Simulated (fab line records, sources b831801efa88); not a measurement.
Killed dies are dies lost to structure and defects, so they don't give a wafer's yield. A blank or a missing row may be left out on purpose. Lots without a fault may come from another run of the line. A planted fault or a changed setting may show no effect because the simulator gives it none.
Which tool did it? | flow gf180mcu | 6 lots, 18 wafers sampled, at 1 step of a route of 602

WHAT THE GAUGES READ, wafer by wafer
GF_MVPSD_OVL_MEAS_07.
lot  | measured    | on         | MVPSD_OVL (nm)
L440 | day 5 06:30 | overlay-02 | 0.7 1.8 0.6
L442 | day 5 21:08 | overlay-02 | 2.9 1.8 2.3
L444 | day 6 14:10 | overlay-02 | 1.0 1.7 1.2
L446 | day 6 15:36 | overlay-02 | -0.9 -1.2 0.2
L448 | day 7 07:46 | overlay-02 | -1.9 -3.1 -3.6
L454 | day 9 03:06 | overlay-02 | 0.8 2.1 -0.6

WHICH TOOL RAN EACH LOT (tool, then ch and the chambers of the sampled wafers, then the start)
The record holds no process step before these readings.

THE ANSWER, worked out from the rows above alone
Rule: what is usual is taken from the lots themselves. Put in order of their means at a reading, lots are off if they are a third of the lots or fewer, leave a main group of 4 or more, and stand apart from it by a gap of 3 or more times the standard deviation of the main group's means; of several such gaps the widest counts. A main group whose means are all the same, to the digits that the tables above print for the reading, isn't used. A lot without any number at a reading at which 4 lots or more have one is off too. The other lots that the step has rows for count as sound.
No lot is off at any reading shown: from this, nothing can be told.

WHAT THE SIMULATOR HAD PUT IN
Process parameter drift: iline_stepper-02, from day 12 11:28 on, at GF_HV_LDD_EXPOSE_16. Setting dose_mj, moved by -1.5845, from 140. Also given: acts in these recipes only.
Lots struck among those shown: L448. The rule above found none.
